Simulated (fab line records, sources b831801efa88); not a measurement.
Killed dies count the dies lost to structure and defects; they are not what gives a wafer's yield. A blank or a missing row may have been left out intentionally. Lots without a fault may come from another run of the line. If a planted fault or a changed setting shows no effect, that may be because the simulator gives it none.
Which tool is to blame? / flow sky130 / 13 lots, 39 wafers sampled, at 3 steps of a route of 708

== WHAT EACH GAUGE READ, for each wafer ==
SKY_LI_CONTACT_BOW_MEAS_03. Usual: for LI_CONTACT_BOW the level is 55 um and the standard deviation is 7.6.
lot=L943; measured=day 27 09:20; on=film_metro-03; LI_CONTACT_BOW (um)=70 66 63; flag=
lot=L945; measured=day 27 21:07; on=film_metro-03; LI_CONTACT_BOW (um)=61 51 62; flag=
lot=L944; measured=day 27 21:59; on=film_metro-04; LI_CONTACT_BOW (um)=53 53 56; flag=
lot=L947; measured=day 29 03:07; on=film_metro-03; LI_CONTACT_BOW (um)=43 53 48; flag=
lot=L948; measured=day 29 14:53; on=film_metro-03; LI_CONTACT_BOW (um)=59 57 53; flag=
lot=L949; measured=day 29 17:05; on=film_metro-01; LI_CONTACT_BOW (um)=56 51 54; flag=
lot=L950; measured=day 30 05:39; on=film_metro-04; LI_CONTACT_BOW (um)=60 43 53; flag=
lot=L956; measured=day 32 03:22; on=film_metro-01; LI_CONTACT_BOW (um)=56 54 50; flag=
lot=L958; measured=day 32 21:07; on=film_metro-01; LI_CONTACT_BOW (um)=61 59 74; flag=
lot=L962; measured=day 34 17:31; on=film_metro-04; LI_CONTACT_BOW (um)=55 58 49; flag=
lot=L964; measured=day 35 07:05; on=film_metro-04; LI_CONTACT_BOW (um)=54 53 62; flag=
lot=L965; measured=day 35 08:12; on=film_metro-04; LI_CONTACT_BOW (um)=57 64 44; flag=
lot=L966; measured=day 37 00:51; on=film_metro-01; LI_CONTACT_BOW (um)=49 59 54; flag=

== EACH LOT AND THE TOOL THAT RAN IT (in order: tool; ch and the chambers of the sampled wafers; start) ==
lot=L943; SKY_SD_P_STRIP_10=plasma_asher-01 ch 0,1, day 24 21:16; SKY_SD_N_STRIP_11=plasma_asher-04 ch 0,1, day 27 08:06
lot=L945; SKY_SD_P_STRIP_10=plasma_asher-04 ch 0,1, day 25 08:59; SKY_SD_N_STRIP_11=plasma_asher-04 ch 0,1, day 27 19:53
lot=L944; SKY_SD_P_STRIP_10=plasma_asher-04 ch 0,1, day 25 09:49; SKY_SD_N_STRIP_11=plasma_asher-04 ch 0,1, day 27 20:45
lot=L947; SKY_SD_P_STRIP_10=plasma_asher-01 ch 0,1, day 26 16:19; SKY_SD_N_STRIP_11=plasma_asher-02 ch 0,1, day 29 01:51
lot=L948; SKY_SD_P_STRIP_10=plasma_asher-01 ch 0,1, day 27 05:54; SKY_SD_N_STRIP_11=plasma_asher-02 ch 0,1, day 29 13:39
lot=L949; SKY_SD_P_STRIP_10=plasma_asher-04 ch 0,1, day 27 06:51; SKY_SD_N_STRIP_11=plasma_asher-04 ch 0,1, day 29 15:51
lot=L950; SKY_SD_P_STRIP_10=plasma_asher-02 ch 0,1, day 27 20:21; SKY_SD_N_STRIP_11=plasma_asher-02 ch 0,1, day 30 04:25
lot=L956; SKY_SD_P_STRIP_10=plasma_asher-02 ch 0,1, day 29 18:02; SKY_SD_N_STRIP_11=plasma_asher-02 ch 0,1, day 32 02:08
lot=L958; SKY_SD_P_STRIP_10=plasma_asher-04 ch 0,1, day 30 13:36; SKY_SD_N_STRIP_11=plasma_asher-03 ch 0,1, day 32 19:54
lot=L962; SKY_SD_P_STRIP_10=plasma_asher-01 ch 0,1, day 32 10:51; SKY_SD_N_STRIP_11=plasma_asher-02 ch 0,1, day 34 16:17
lot=L964; SKY_SD_P_STRIP_10=plasma_asher-01 ch 0,1, day 32 23:25; SKY_SD_N_STRIP_11=plasma_asher-04 ch 0,1, day 35 05:51
lot=L965; SKY_SD_P_STRIP_10=plasma_asher-02 ch 0,1, day 33 01:25; SKY_SD_N_STRIP_11=plasma_asher-03 ch 0,1, day 35 06:58
lot=L966; SKY_SD_P_STRIP_10=plasma_asher-04 ch 0,1, day 34 19:13; SKY_SD_N_STRIP_11=plasma_asher-03 ch 0,1, day 36 23:37
- SKY_SD_P_STRIP_10: strips in O2/N2.
- SKY_SD_N_STRIP_11: strips in O2/N2.

== WHAT THE TOOLS THEMSELVES READ (means of the sampled wafers that have a number; where no wafer has one, the mark that the record gives instead) ==
SKY_SD_P_STRIP_10. Usual: drypump_motor_current_A 5.8 A, standard deviation 0.5; oes_product_au 0.618 a.u., standard deviation 0.0048; strip_time_to_endpoint_s 17.52 s, standard deviation 0.038.
lot=L943; tool=plasma_asher-01; drypump_motor_current_A (A)=6.0; oes_product_au (a.u.)=0.618; strip_time_to_endpoint_s (s)=17.56; flag=
lot=L945; tool=plasma_asher-04; drypump_motor_current_A (A)=5.3; oes_product_au (a.u.)=0.617; strip_time_to_endpoint_s (s)=17.54; flag=
lot=L944; tool=plasma_asher-04; drypump_motor_current_A (A)=5.3; oes_product_au (a.u.)=0.622; strip_time_to_endpoint_s (s)=17.52; flag=
lot=L947; tool=plasma_asher-01; drypump_motor_current_A (A)=6.0; oes_product_au (a.u.)=0.617; strip_time_to_endpoint_s (s)=17.54; flag=
lot=L948; tool=plasma_asher-01; drypump_motor_current_A (A)=6.4; oes_product_au (a.u.)=0.622; strip_time_to_endpoint_s (s)=17.59; flag=
lot=L949; tool=plasma_asher-04; drypump_motor_current_A (A)=5.3; oes_product_au (a.u.)=0.622; strip_time_to_endpoint_s (s)=17.48; flag=
lot=L950; tool=plasma_asher-02; drypump_motor_current_A (A)=5.9; oes_product_au (a.u.)=0.618; strip_time_to_endpoint_s (s)=17.55; flag=
lot=L956; tool=plasma_asher-02; drypump_motor_current_A (A)=5.9; oes_product_au (a.u.)=0.619; strip_time_to_endpoint_s (s)=17.52; flag=
lot=L958; tool=plasma_asher-04; drypump_motor_current_A (A)=5.3; oes_product_au (a.u.)=0.619; strip_time_to_endpoint_s (s)=17.51; flag=
lot=L962; tool=plasma_asher-01; drypump_motor_current_A (A)=6.4; oes_product_au (a.u.)=0.618; strip_time_to_endpoint_s (s)=17.52; flag=
lot=L964; tool=plasma_asher-01; drypump_motor_current_A (A)=6.0; oes_product_au (a.u.)=0.620; strip_time_to_endpoint_s (s)=17.45; flag=
lot=L965; tool=plasma_asher-02; drypump_motor_current_A (A)=5.9; oes_product_au (a.u.)=0.618; strip_time_to_endpoint_s (s)=17.49; flag=
lot=L966; tool=plasma_asher-04; drypump_motor_current_A (A)=5.3; oes_product_au (a.u.)=0.619; strip_time_to_endpoint_s (s)=17.51; flag=

SKY_SD_N_STRIP_11. Usual: drypump_motor_current_A 5.6 A, standard deviation 0.32; oes_product_au 0.527 a.u., standard deviation 0.0043; strip_time_to_endpoint_s 22.57 s, standard deviation 0.035.
lot=L943; tool=plasma_asher-04; drypump_motor_current_A (A)=5.3; oes_product_au (a.u.)=0.524; strip_time_to_endpoint_s (s)=22.59; flag=
lot=L945; tool=plasma_asher-04; drypump_motor_current_A (A)=5.4; oes_product_au (a.u.)=0.529; strip_time_to_endpoint_s (s)=22.57; flag=
lot=L944; tool=plasma_asher-04; drypump_motor_current_A (A)=5.3; oes_product_au (a.u.)=0.528; strip_time_to_endpoint_s (s)=22.56; flag=
lot=L947; tool=plasma_asher-02; drypump_motor_current_A (A)=5.8; oes_product_au (a.u.)=0.527; strip_time_to_endpoint_s (s)=22.60; flag=
lot=L948; tool=plasma_asher-02; drypump_motor_current_A (A)=5.9; oes_product_au (a.u.)=0.527; strip_time_to_endpoint_s (s)=22.58; flag=
lot=L949; tool=plasma_asher-04; drypump_motor_current_A (A)=5.3; oes_product_au (a.u.)=0.527; strip_time_to_endpoint_s (s)=22.56; flag=
lot=L950; tool=plasma_asher-02; drypump_motor_current_A (A)=5.9; oes_product_au (a.u.)=0.526; strip_time_to_endpoint_s (s)=22.60; flag=
lot=L956; tool=plasma_asher-02; drypump_motor_current_A (A)=5.9; oes_product_au (a.u.)=0.524; strip_time_to_endpoint_s (s)=22.56; flag=
lot=L958; tool=plasma_asher-03; drypump_motor_current_A (A)=5.6; oes_product_au (a.u.)=0.525; strip_time_to_endpoint_s (s)=22.57; flag=
lot=L962; tool=plasma_asher-02; drypump_motor_current_A (A)=5.8; oes_product_au (a.u.)=0.526; strip_time_to_endpoint_s (s)=22.58; flag=
lot=L964; tool=plasma_asher-04; drypump_motor_current_A (A)=5.3; oes_product_au (a.u.)=0.529; strip_time_to_endpoint_s (s)=22.50; flag=
lot=L965; tool=plasma_asher-03; drypump_motor_current_A (A)=5.8; oes_product_au (a.u.)=0.527; strip_time_to_endpoint_s (s)=22.57; flag=
lot=L966; tool=plasma_asher-03; drypump_motor_current_A (A)=5.8; oes_product_au (a.u.)=0.527; strip_time_to_endpoint_s (s)=22.61; flag=

== THE ANSWER, worked out from the rows above alone ==
Rule: a lot counts as off when the mean over its wafers that have a number is more than 3 standard deviations away from the usual mean. A lot without any number at a reading at which 4 lots or more have one is off too. Where the step has rows for the other lots, those lots are counted as sound. After the gauges, taken in route order, come the tools' own readings; for these a lot's mean is taken, as printed above. At the first step where some lot is off, the reading lying furthest off is the one used; lots without a number count as furthest.
Across all readings shown, no lot is off: no conclusion can be drawn from this.

== WHAT THE SIMULATOR HAD PUT IN ==
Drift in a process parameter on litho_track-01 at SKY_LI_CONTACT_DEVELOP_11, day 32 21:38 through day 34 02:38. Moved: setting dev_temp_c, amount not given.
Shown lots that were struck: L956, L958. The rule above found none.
